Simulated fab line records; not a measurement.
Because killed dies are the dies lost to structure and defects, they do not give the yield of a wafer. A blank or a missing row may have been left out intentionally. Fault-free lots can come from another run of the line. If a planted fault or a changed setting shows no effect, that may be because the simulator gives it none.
Which tool did it? | flow gf180mcu | 11 lots with 33 wafers sampled at 4 steps, on a route of 602 steps

WHAT THE GAUGES SHOWED, per wafer
GF_STI_THK_MEAS_30.
lot  | measured    | on           | STI_OXIDATION_02_THK (nm)
L835 | day 2 16:43 | filmMetro-01 | 9.74 9.77 9.89
L839 | day 3 12:23 | filmMetro-04 | 10.14 10.01 10.00
L842 | day 4 06:05 | filmMetro-01 | 9.97 10.03 10.03
L846 | day 5 01:55 | filmMetro-02 | 10.06 10.11 10.21
L847 | day 5 09:23 | filmMetro-01 | 9.99 10.20 9.98
L850 | day 6 01:05 | filmMetro-01 | 10.02 10.01 10.14
L851 | day 6 03:25 | filmMetro-02 | 10.24 10.01 10.03
L852 | day 6 06:47 | filmMetro-02 | 10.06 9.98 10.10
L853 | day 6 13:35 | filmMetro-02 | 9.98 9.87 9.95
L854 | day 6 20:07 | filmMetro-02 | 10.12 9.95 9.92
L855 | day 7 01:06 | filmMetro-04 | 9.85 9.87 9.91

GF_DUAL_GATE_THK_MEAS_03.
lot  | measured     | on           | DUAL_GATE_OXIDATION_00_THK (nm)
L835 | day 8 06:30  | filmMetro-04 | 10.96 10.82 10.88
L839 | day 9 06:29  | filmMetro-04 | 10.48 10.56 10.77
L842 | day 10 05:32 | filmMetro-02 | 10.59 10.81 10.72
L846 | day 11 08:46 | filmMetro-01 | 10.70 10.64 10.58
L847 | day 11 18:20 | filmMetro-04 | 11.06 11.07 11.09
L850 | day 12 14:29 | filmMetro-04 | 11.09 10.87 11.17
L851 | day 12 15:56 | filmMetro-04 | 10.82 10.76 10.94
L852 | day 12 21:51 | filmMetro-04 | 11.05 10.86 10.92
L853 | day 13 07:29 | filmMetro-01 | 10.81 10.85 11.02
L854 | day 13 12:56 | filmMetro-04 | 11.16 11.10 11.15
L855 | day 14 02:39 | filmMetro-02 | 10.77 10.72 10.83

GF_HV_LDD_THK_MEAS_57.
lot  | measured     | on           | HV_LDD_CVD_56_THK (nm)
L835 | day 13 05:26 | filmMetro-01 | 88.3 88.7 89.2
L839 | day 14 09:50 | filmMetro-02 | 66.0 65.0 65.4 66.0 65.0 65.4
L842 | day 15 13:22 | filmMetro-02 | 71.4 81.1 83.2 71.5 81.0 83.3
L846 | day 16 20:44 | filmMetro-01 | 91.5 90.9 90.7
L847 | day 17 12:47 | filmMetro-03 | 88.6 89.1 89.4
L850 | day 18 10:51 | filmMetro-03 | 88.3 89.5 89.6
L851 | day 18 13:39 | filmMetro-02 | 89.7 88.7 88.8
L852 | day 18 20:26 | filmMetro-01 | 90.0 90.5 89.7
L853 | day 19 07:16 | filmMetro-01 | 89.5 90.4 90.0
L854 | day 19 12:42 | filmMetro-02 | 89.6 88.9 89.4
L855 | day 20 07:12 | filmMetro-02 | 90.1 90.5 90.6

EACH LOT AND THE TOOL THAT RAN IT (in order: tool; ch and the chambers of the sampled wafers; start)
lot  | GF_HV_LDD_CVD_56
L835 | lpcvd-01 ch 0, day 13 03:16
L839 | lpcvd-01 ch 0, day 14 07:41
L842 | lpcvd-01 ch 1, day 15 11:56
L846 | lpcvd-02 ch 1, day 16 19:18
L847 | lpcvd-02 ch 0, day 17 11:20
L850 | lpcvd-01 ch 0, day 18 09:25
L851 | lpcvd-01 ch 0, day 18 12:13
L852 | lpcvd-02 ch 1, day 18 18:59
L853 | lpcvd-02 ch 1, day 19 05:07
L854 | lpcvd-01 ch 1, day 19 11:16
L855 | lpcvd-02 ch 1, day 20 05:46
- GF_HV_LDD_CVD_56: deposits Si3N4 from DCS/NH3, target thk 90 nm, time 1543 s.

WHAT THE TOOLS THEMSELVES READ (means of the sampled wafers that have a number; where no wafer has one, the mark that the record gives instead)
GF_HV_LDD_CVD_56.
lot  | tool     | spikeTcCentreC (C) | spikeTcLowerC (C) | spikeTcUpperC (C) | zonePowerCentrePct (%) | zonePowerLowerPct (%) | zonePowerUpperPct (%)
L835 | lpcvd-01 | 770.1              | 767.8             | 768.5             | 13.8                   | 12.81                 | 12.1
L839 | lpcvd-01 | 734.8              | 772.7             | 773.2             | 4.3                    | 17.39                 | 16.6
L842 | lpcvd-01 | 735.8              | 774.0             | 776.0             | 3.9                    | 17.04                 | 18.1
L846 | lpcvd-02 | 769.0              | 768.8             | 770.9             | 14.4                   | 12.89                 | 11.6
L847 | lpcvd-02 | 769.8              | 771.3             | 772.0             | 14.2                   | 12.85                 | 13.8
L850 | lpcvd-01 | 771.3              | 769.0             | 771.0             | 13.8                   | 12.87                 | 12.2
L851 | lpcvd-01 | 771.8              | 767.7             | 769.5             | 13.8                   | 12.88                 | 12.2
L852 | lpcvd-02 | 769.0              | 769.2             | 771.6             | 14.4                   | 12.91                 | 11.6
L853 | lpcvd-02 | 768.7              | 769.2             | 772.2             | 14.5                   | 12.77                 | 11.7
L854 | lpcvd-01 | 771.6              | 769.9             | 770.5             | 12.5                   | 12.47                 | 13.2
L855 | lpcvd-02 | 769.9              | 769.4             | 771.0             | 14.5                   | 12.98                 | 11.7

THE ANSWER, worked out from the rows above alone
Rule: what is usual is taken from the lots themselves. The widest of any qualifying gaps counts: lots, ordered by their means at a reading, are off when they make up no more than a third of the lots, leave a main group of 4 or more, and stand apart from it by 3 or more times the standard deviation of that group's means. A main group whose means are all the same, to the digits that the tables above print for the reading, isn't used. A lot without any number at a reading at which 4 lots or more have one is off too. The other lots that the step has rows for count as sound. Order of review: gauges by route order, followed by the tools' own readings, for which a lot's mean as printed above is used. The first step at which some lot is off is used, and at that step the reading that is off furthest; a lot without a number counts as furthest.
Off: L839, L842, at GF_HV_LDD_THK_MEAS_57 (HV_LDD_CVD_56_THK). For the main group the mean is 89.6 nm and the standard deviation 0.72.
If a tool, at a process step before that reading, ran all the lots that are off and no sound lot after the first of them, it fits. Not tried: the gauges at GF_HV_LDD_THK_MEAS_57; whatever is off there is also off at GF_HV_LDD_CVD_56, on other tools, and gauge error can't account for it. None of those tried fits.

WHAT HAD BEEN PUT IN BY THE SIMULATOR
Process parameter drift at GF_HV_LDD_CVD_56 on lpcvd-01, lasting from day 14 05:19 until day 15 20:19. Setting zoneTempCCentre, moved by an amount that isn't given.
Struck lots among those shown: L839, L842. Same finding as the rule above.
